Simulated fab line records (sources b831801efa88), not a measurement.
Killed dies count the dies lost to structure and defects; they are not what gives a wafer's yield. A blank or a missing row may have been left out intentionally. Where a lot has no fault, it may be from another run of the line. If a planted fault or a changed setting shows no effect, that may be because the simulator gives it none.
What tool caused it? / flow sky130 / 12 lots, 36 wafers sampled, at 4 steps of a route of 708

## WHAT EACH GAUGE READ, for each wafer
SKY_PAD_OPEN_BOW_MEAS_13. Usual: for PAD_OPEN_BOW the level is 45 um and the standard deviation is 9.9.
lot=L663; measured=day 45 07:50; on=filmMetro-04; PAD_OPEN_BOW (um)=57 57 51; flag=
lot=L664; measured=day 45 17:25; on=filmMetro-01; PAD_OPEN_BOW (um)=43 44 46; flag=
lot=L666; measured=day 46 08:52; on=filmMetro-04; PAD_OPEN_BOW (um)=42 44 38; flag=
lot=L667; measured=day 46 16:15; on=filmMetro-04; PAD_OPEN_BOW (um)=36 48 40; flag=
lot=L670; measured=day 47 10:37; on=filmMetro-02; PAD_OPEN_BOW (um)=61 40 51; flag=
lot=L671; measured=day 47 11:47; on=filmMetro-01; PAD_OPEN_BOW (um)=31 46 60; flag=
lot=L672; measured=day 47 21:28; on=filmMetro-04; PAD_OPEN_BOW (um)=34 25 30; flag=
lot=L673; measured=day 48 01:08; on=filmMetro-01; PAD_OPEN_BOW (um)=35 27 29; flag=
lot=L674; measured=day 48 07:06; on=filmMetro-02; PAD_OPEN_BOW (um)=42 45 48; flag=
lot=L681; measured=day 50 06:37; on=filmMetro-02; PAD_OPEN_BOW (um)=64 55 50; flag=
lot=L682; measured=day 50 10:34; on=filmMetro-02; PAD_OPEN_BOW (um)=47 53 43; flag=
lot=L686; measured=day 51 18:50; on=filmMetro-04; PAD_OPEN_BOW (um)=36 45 40; flag=

## EACH LOT AND THE TOOL THAT RAN IT (in order: tool; ch and the chambers of the sampled wafers; start)
lot=L663; SKY_CONTACT_CMP_04=cmp-01 ch 0,2,3, day 29 19:36; SKY_METAL4_ETCH_16=rieMetal-02 ch 0,1, day 41 06:29; SKY_PASSIVATION_CVD_00=pecvd-03 ch 1,2, day 43 09:17
lot=L664; SKY_CONTACT_CMP_04=cmp-01 ch 0,2, day 30 09:23; SKY_METAL4_ETCH_16=rieMetal-02 ch 0,1, day 41 18:37; SKY_PASSIVATION_CVD_00=pecvd-03 ch 1,2, day 43 20:12
lot=L666; SKY_CONTACT_CMP_04=cmp-02 ch 1,2, day 31 03:52; SKY_METAL4_ETCH_16=rieMetal-04 ch 0,1, day 42 11:52; SKY_PASSIVATION_CVD_00=pecvd-03 ch 0,1, day 44 13:01
lot=L667; SKY_CONTACT_CMP_04=cmp-01 ch 0,2,3, day 31 14:29; SKY_METAL4_ETCH_16=rieMetal-02 ch 0,1, day 42 19:52; SKY_PASSIVATION_CVD_00=pecvd-03 ch 0,2, day 44 20:52
lot=L670; SKY_CONTACT_CMP_04=cmp-01 ch 0,2, day 32 15:05; SKY_METAL4_ETCH_16=rieMetal-01 ch 0, day 43 17:16; SKY_PASSIVATION_CVD_00=pecvd-04 ch 0,1, day 45 15:26
lot=L671; SKY_CONTACT_CMP_04=cmp-01 ch 0,1,3, day 32 18:05; SKY_METAL4_ETCH_16=rieMetal-02 ch 0,1, day 43 18:02; SKY_PASSIVATION_CVD_00=pecvd-03 ch 0,1, day 45 16:20
lot=L672; SKY_CONTACT_CMP_04=cmp-01 ch 1,2,3, day 33 05:03; SKY_METAL4_ETCH_16=rieMetal-04 ch 1, day 44 04:01; SKY_PASSIVATION_CVD_00=pecvd-04 ch 0,1, day 46 01:49
lot=L673; SKY_CONTACT_CMP_04=cmp-02 ch 0,2,3, day 33 10:52; SKY_METAL4_ETCH_16=rieMetal-01 ch 0,1, day 44 09:50; SKY_PASSIVATION_CVD_00=pecvd-03 ch 0,1, day 46 07:32
lot=L674; SKY_CONTACT_CMP_04=cmp-01 ch 0,1,2, day 33 18:53; SKY_METAL4_ETCH_16=rieMetal-02 ch 0,1, day 44 15:37; SKY_PASSIVATION_CVD_00=pecvd-03 ch 1, day 46 13:17
lot=L681; SKY_CONTACT_CMP_04=cmp-01 ch 0,2,3, day 36 19:14; SKY_METAL4_ETCH_16=rieMetal-04 ch 0,1, day 47 00:23; SKY_PASSIVATION_CVD_00=pecvd-04 ch 1,2, day 48 17:41
lot=L682; SKY_CONTACT_CMP_04=cmp-01 ch 1,2,3, day 37 00:04; SKY_METAL4_ETCH_16=rieMetal-02 ch 0,1, day 47 03:50; SKY_PASSIVATION_CVD_00=pecvd-04 ch 0,1, day 48 21:50
lot=L686; SKY_CONTACT_CMP_04=cmp-02 ch 0,1,3, day 39 07:31; SKY_METAL4_ETCH_16=rieMetal-01 ch 0,1, day 48 21:31; SKY_PASSIVATION_CVD_00=pecvd-02 ch 1,2, day 50 10:28
- SKY_CONTACT_CMP_04: polishes SiO2.
- SKY_METAL4_ETCH_16: etches BARC in N2/H2, stops on SiO2, time 88.2 s, target depth 60 nm.
- SKY_PASSIVATION_CVD_00: deposits SiO2, target thk 90 nm.

## WHAT THE TOOLS THEMSELVES READ (means of the sampled wafers that have a number; where no wafer has one, the mark that the record gives instead)
SKY_CONTACT_CMP_04. Usual: motorCurrentA 11.9 A, standard deviation 1.1; slurryFilterDpKPa 13.51 kPa, standard deviation 0.14; slurryFlowMlMin 149.9, standard deviation 0.47; timeToEndpointS 84 s, standard deviation 3.2.
lot=L663; tool=cmp-01; motorCurrentA (A)=12.6; slurryFilterDpKPa (kPa)=13.60; slurryFlowMlMin=150.1; timeToEndpointS (s)=86; flag=
lot=L664; tool=cmp-01; motorCurrentA (A)=13.2; slurryFilterDpKPa (kPa)=13.46; slurryFlowMlMin=149.3; timeToEndpointS (s)=83; flag=
lot=L666; tool=cmp-02; motorCurrentA (A)=11.3; slurryFilterDpKPa (kPa)=13.52; slurryFlowMlMin=150.3; timeToEndpointS (s)=83; flag=
lot=L667; tool=cmp-01; motorCurrentA (A)=12.4; slurryFilterDpKPa (kPa)=13.44; slurryFlowMlMin=149.6; timeToEndpointS (s)=82; flag=
lot=L670; tool=cmp-01; motorCurrentA (A)=13.6; slurryFilterDpKPa (kPa)=13.56; slurryFlowMlMin=149.7; timeToEndpointS (s)=80; flag=
lot=L671; tool=cmp-01; motorCurrentA (A)=11.0; slurryFilterDpKPa (kPa)=13.50; slurryFlowMlMin=150.1; timeToEndpointS (s)=87; flag=
lot=L672; tool=cmp-01; motorCurrentA (A)=11.8; slurryFilterDpKPa (kPa)=13.52; slurryFlowMlMin=150.1; timeToEndpointS (s)=86; flag=
lot=L673; tool=cmp-02; motorCurrentA (A)=12.2; slurryFilterDpKPa (kPa)=13.38; slurryFlowMlMin=150.3; timeToEndpointS (s)=80; flag=
lot=L674; tool=cmp-01; motorCurrentA (A)=12.1; slurryFilterDpKPa (kPa)=13.66; slurryFlowMlMin=149.6; timeToEndpointS (s)=82; flag=
lot=L681; tool=cmp-01; motorCurrentA (A)=12.6; slurryFilterDpKPa (kPa)=13.52; slurryFlowMlMin=150.3; timeToEndpointS (s)=87; flag=
lot=L682; tool=cmp-01; motorCurrentA (A)=12.2; slurryFilterDpKPa (kPa)=13.49; slurryFlowMlMin=149.9; timeToEndpointS (s)=85; flag=
lot=L686; tool=cmp-02; motorCurrentA (A)=11.5; slurryFilterDpKPa (kPa)=13.59; slurryFlowMlMin=149.4; timeToEndpointS (s)=83; flag=

SKY_METAL4_ETCH_16. Usual: biasW 100.0 W, standard deviation 0.32; drypumpMotorCurrentA 5.6 A, standard deviation 0.52; h2FlowSccm 200.0 sccm, standard deviation 0.68; oesProductAu 0.626 a.u., standard deviation 0.005; rfFwdPowerW 496.2 W, standard deviation 1.9; throttleValvePct 13.205 %, standard deviation 0.0087.
lot=L663; tool=rieMetal-02; biasW (W)=100.2; drypumpMotorCurrentA (A)=5.3; h2FlowSccm (sccm)=200.0; oesProductAu (a.u.)=0.623; rfFwdPowerW (W)=498.4; throttleValvePct (%)=13.198; flag=
lot=L664; tool=rieMetal-02; biasW (W)=100.2; drypumpMotorCurrentA (A)=5.7; h2FlowSccm (sccm)=199.4; oesProductAu (a.u.)=0.629; rfFwdPowerW (W)=496.9; throttleValvePct (%)=13.208; flag=
lot=L666; tool=rieMetal-04; biasW (W)=99.5; drypumpMotorCurrentA (A)=5.7; h2FlowSccm (sccm)=200.0; oesProductAu (a.u.)=0.631; rfFwdPowerW (W)=495.3; throttleValvePct (%)=13.200; flag=
lot=L667; tool=rieMetal-02; biasW (W)=99.6; drypumpMotorCurrentA (A)=5.3; h2FlowSccm (sccm)=200.2; oesProductAu (a.u.)=0.625; rfFwdPowerW (W)=496.7; throttleValvePct (%)=13.204; flag=
lot=L670; tool=rieMetal-01; biasW (W)=100.4; drypumpMotorCurrentA (A)=6.0; h2FlowSccm (sccm)=199.3; oesProductAu (a.u.)=0.626; rfFwdPowerW (W)=495.8; throttleValvePct (%)=13.197; flag=
lot=L671; tool=rieMetal-02; biasW (W)=100.0; drypumpMotorCurrentA (A)=5.3; h2FlowSccm (sccm)=199.5; oesProductAu (a.u.)=0.624; rfFwdPowerW (W)=498.1; throttleValvePct (%)=13.206; flag=
lot=L672; tool=rieMetal-04; biasW (W)=100.0; drypumpMotorCurrentA (A)=5.9; h2FlowSccm (sccm)=199.3; oesProductAu (a.u.)=0.629; rfFwdPowerW (W)=493.9; throttleValvePct (%)=13.207; flag=
lot=L673; tool=rieMetal-01; biasW (W)=100.0; drypumpMotorCurrentA (A)=5.7; h2FlowSccm (sccm)=200.4; oesProductAu (a.u.)=0.625; rfFwdPowerW (W)=496.8; throttleValvePct (%)=13.200; flag=
lot=L674; tool=rieMetal-02; biasW (W)=99.9; drypumpMotorCurrentA (A)=5.8; h2FlowSccm (sccm)=199.6; oesProductAu (a.u.)=0.626; rfFwdPowerW (W)=498.0; throttleValvePct (%)=13.202; flag=
lot=L681; tool=rieMetal-04; biasW (W)=99.9; drypumpMotorCurrentA (A)=5.7; h2FlowSccm (sccm)=200.4; oesProductAu (a.u.)=0.626; rfFwdPowerW (W)=494.6; throttleValvePct (%)=13.202; flag=
lot=L682; tool=rieMetal-02; biasW (W)=100.2; drypumpMotorCurrentA (A)=5.3; h2FlowSccm (sccm)=200.0; oesProductAu (a.u.)=0.626; rfFwdPowerW (W)=496.3; throttleValvePct (%)=13.206; flag=
lot=L686; tool=rieMetal-01; biasW (W)=99.6; drypumpMotorCurrentA (A)=5.7; h2FlowSccm (sccm)=199.5; oesProductAu (a.u.)=0.626; rfFwdPowerW (W)=495.7; throttleValvePct (%)=13.208; flag=

SKY_PASSIVATION_CVD_00. Usual: heaterPowerOuterW 347 W, standard deviation 90; heaterPowerW 613 W, standard deviation 120; rfFwdPowerW 587 W, standard deviation 3.2.
lot=L663; tool=pecvd-03; heaterPowerOuterW (W)=421; heaterPowerW (W)=723; rfFwdPowerW (W)=585; flag=
lot=L664; tool=pecvd-03; heaterPowerOuterW (W)=435; heaterPowerW (W)=742; rfFwdPowerW (W)=588; flag=
lot=L666; tool=pecvd-03; heaterPowerOuterW (W)=276; heaterPowerW (W)=526; rfFwdPowerW (W)=589; flag=
lot=L667; tool=pecvd-03; heaterPowerOuterW (W)=335; heaterPowerW (W)=611; rfFwdPowerW (W)=589; flag=
lot=L670; tool=pecvd-04; heaterPowerOuterW (W)=397; heaterPowerW (W)=706; rfFwdPowerW (W)=586; flag=
lot=L671; tool=pecvd-03; heaterPowerOuterW (W)=282; heaterPowerW (W)=524; rfFwdPowerW (W)=586; flag=
lot=L672; tool=pecvd-04; heaterPowerOuterW (W)=337; heaterPowerW (W)=617; rfFwdPowerW (W)=584; flag=
lot=L673; tool=pecvd-03; heaterPowerOuterW (W)=281; heaterPowerW (W)=517; rfFwdPowerW (W)=587; flag=
lot=L674; tool=pecvd-03; heaterPowerOuterW (W)=321; heaterPowerW (W)=565; rfFwdPowerW (W)=584; flag=
lot=L681; tool=pecvd-04; heaterPowerOuterW (W)=297; heaterPowerW (W)=572; rfFwdPowerW (W)=587; flag=
lot=L682; tool=pecvd-04; heaterPowerOuterW (W)=441; heaterPowerW (W)=752; rfFwdPowerW (W)=584; flag=
lot=L686; tool=pecvd-02; heaterPowerOuterW (W)=363; heaterPowerW (W)=625; rfFwdPowerW (W)=586; flag=

## THE ANSWER, worked out from the rows above alone
Rule: take the mean of a lot's wafers that have a number; if it is more than 3 standard deviations from the usual mean, the lot is off. Also off: a lot with no number at a reading for which 4 or more lots have one. Any other lot the step has rows for is counted as sound. Order of review: gauges by route order, followed by the tools' own readings, for which a lot's mean as printed above is used. At the first step where some lot is off, the reading lying furthest off is the one used; lots without a number count as furthest.
Nothing can be told from this: no lot is off at any reading shown.

## WHAT WAS PUT IN BY THE SIMULATOR
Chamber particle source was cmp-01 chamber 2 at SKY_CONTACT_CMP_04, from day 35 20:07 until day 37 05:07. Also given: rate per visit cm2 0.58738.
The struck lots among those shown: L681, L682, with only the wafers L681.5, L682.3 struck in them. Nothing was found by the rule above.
